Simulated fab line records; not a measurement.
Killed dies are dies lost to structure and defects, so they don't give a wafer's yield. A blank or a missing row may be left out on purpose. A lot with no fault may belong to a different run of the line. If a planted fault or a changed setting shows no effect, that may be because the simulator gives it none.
The same fault as seen by 2 desks || flow sky130 || each desk has only its own numbers; what lay behind them comes last

## TOOL OWNER'S DESK, furnace-01
The tool's own readings at SKY_GATE_OXIDE_OXIDATION_01 (stabilise 600 s, purge 300 s, target thk 10.268 nm): means of the sampled wafers that have a number, for each lot that ran on this tool. Any lot whose mean is over 4 standard deviations away from the usual mean is out of limits and marked OUT; that distance is given in the brackets.
Columns: A = spikeTcUpperC at SKY_GATE_OXIDE_OXIDATION_01, usual 900.4 C; B = tube_center_temp_C_max at SKY_GATE_OXIDE_OXIDATION_01, usual 902.4
{"lot": "L294", "first seen here": "day 13 03:38", "A": 899.8, "B": 902.4}
{"lot": "L296", "first seen here": "day 13 20:32", "A": 900.0, "B": 902.8}
{"lot": "L297", "first seen here": "day 14 11:44", "A": 900.6, "B": 902.8}
{"lot": "L298", "first seen here": "day 14 13:09", "A": 900.0, "B": 902.4}
{"lot": "L307", "first seen here": "day 17 16:44", "A": 900.5, "B": 901.9}
{"lot": "L308", "first seen here": "day 17 20:53", "A": 899.8, "B": 902.2}
{"lot": "L309", "first seen here": "day 18 10:54", "A": 901.2, "B": 902.2}
{"lot": "L312", "first seen here": "day 19 03:41", "A": 902.1, "B": 902.4}
{"lot": "L313", "first seen here": "day 19 10:46", "A": 900.0, "B": 902.0}
{"lot": "L314", "first seen here": "day 19 19:09", "A": 900.7, "B": 902.1}
This desk found nothing out of limits on any of the 10 lots.

## AT THE METROLOGY DESK
What the gauges read for every lot (on any tool): the sampled wafers with a number, averaged. Any lot whose mean is over 4 standard deviations away from the usual mean is out of limits and marked OUT; that distance is given in the brackets.
Columns: A = GATE_OXIDE_OXIDATION_00_THK at SKY_GATE_OXIDE_THK_MEAS_02, usual 10.38 nm
{"lot": "L293", "first seen here": "day 12 20:07", "A": 10.69}
{"lot": "L294", "first seen here": "day 13 05:02", "A": 10.49}
{"lot": "L296", "first seen here": "day 13 21:57", "A": 10.40}
{"lot": "L297", "first seen here": "day 14 13:10", "A": "5.90 (-22) OUT"}
{"lot": "L298", "first seen here": "day 14 14:34", "A": "6.08 (-22) OUT"}
{"lot": "L307", "first seen here": "day 17 18:08", "A": 10.08}
{"lot": "L308", "first seen here": "day 17 22:19", "A": 10.56}
{"lot": "L309", "first seen here": "day 18 12:18", "A": 10.50}
{"lot": "L312", "first seen here": "day 19 05:06", "A": 10.43}
{"lot": "L313", "first seen here": "day 19 12:12", "A": 10.30}
{"lot": "L314", "first seen here": "day 19 20:34", "A": 10.47}
This desk finds L297, L298 out of limits, with the earliest case on L297 at day 14 13:10 (GATE_OXIDE_OXIDATION_00_THK at SKY_GATE_OXIDE_THK_MEAS_02). In limits: L293, L294, L296, L307, L308, L309, L312, L313, L314.

## BROUGHT TOGETHER
On L297, L298, the metrology desk was in a position to raise an alarm at day 14 13:10.
Nothing out of limits was seen by the tool owner's desk.
The tool owner's desk has L297, L298 on record, within its limits.
Every lot named ran SKY_GATE_OXIDE_OXIDATION_01 on furnace-01.

## WHAT HAD BEEN PUT IN BY THE SIMULATOR
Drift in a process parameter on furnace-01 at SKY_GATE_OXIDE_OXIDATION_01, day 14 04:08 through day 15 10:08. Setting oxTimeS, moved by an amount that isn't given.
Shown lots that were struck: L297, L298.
Delay in hours, fault start to first out-of-limits reading, per desk: metrology desk 9.
